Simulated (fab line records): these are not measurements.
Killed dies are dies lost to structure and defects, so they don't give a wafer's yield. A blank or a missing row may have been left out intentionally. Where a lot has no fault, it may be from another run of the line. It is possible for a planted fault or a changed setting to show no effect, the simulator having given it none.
Chamber matching :: flow sky130 :: SKY_VIA2_ETCH_15 on rie diel-02 has 4 sister chambers
The step etches SiO2 in C4F8/O2/Ar, stops on TiN, target depth 546 nm, time 84 s. 4 wafers are shown with their chamber, then 12 later ones without.

WAFERS, EACH WITH ITS CHAMBER
wafer: L082.5
chamber: 1
oes product au (a.u.): 0.941

wafer: L086.2
chamber: 3
oes product au (a.u.): 0.942

wafer: L085.1
chamber: 0
oes product au (a.u.): 0.944

wafer: L085.6
chamber: 2
oes product au (a.u.): 0.938

WAFERS MISSING THEIR CHAMBER
wafer: L091.1
oes product au (a.u.): 0.944

wafer: L091.2
oes product au (a.u.): 0.941

wafer: L091.3
oes product au (a.u.): 0.938

wafer: L091.4
oes product au (a.u.): 0.945

wafer: L091.5
oes product au (a.u.): 0.938

wafer: L091.6
oes product au (a.u.): 0.941

wafer: L094.1
oes product au (a.u.): 0.942

wafer: L094.2
oes product au (a.u.): 0.941

wafer: L094.3
oes product au (a.u.): 0.948

wafer: L094.4
oes product au (a.u.): 0.942

wafer: L094.5
oes product au (a.u.): 0.935

wafer: L094.6
oes product au (a.u.): 0.930

CHAMBER TAKEN BY EACH
wafer: L091.1
from the rows above: can't be placed: 0 or 3 or 1
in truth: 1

wafer: L091.2
from the rows above: can't be placed: 1 or 3 or 0 or 2
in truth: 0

wafer: L091.3
from the rows above: can't be placed: 2 or 1 or 3
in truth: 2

wafer: L091.4
from the rows above: can't be placed: 0 or 3 or 1
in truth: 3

wafer: L091.5
from the rows above: can't be placed: 2 or 1 or 3
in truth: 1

wafer: L091.6
from the rows above: can't be placed: 1 or 3 or 0 or 2
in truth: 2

wafer: L094.1
from the rows above: can't be placed: 3 or 1 or 0 or 2
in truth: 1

wafer: L094.2
from the rows above: can't be placed: 1 or 3 or 0 or 2
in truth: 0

wafer: L094.3
from the rows above: can't be placed: 0 or 3 or 1
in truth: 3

wafer: L094.4
from the rows above: can't be placed: 3 or 1 or 0 or 2
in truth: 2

wafer: L094.5
from the rows above: can't be placed: 2 or 1 or 3
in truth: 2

wafer: L094.6
from the rows above: can't be placed: 2 or 1 or 3
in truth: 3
Placed correctly: 0 of 12. These rows do not allow placing 12 (true chamber among the candidates in 12). Placed wrongly: 0.
How it was worked out, from the rows above alone: a wafer's distance from a chamber is the root of the sum, over the readings, of the square of ((its reading less the chamber's mean) divided by the reading's scatter). The wafer belongs to the nearest chamber; if the next one is less than 2 further off, it can't be placed. Each chamber's mean is taken over the wafers shown for it. The scatter: with one shown wafer a chamber, the root of the mean of the squares of how far each hidden wafer lies from its nearest shown one.
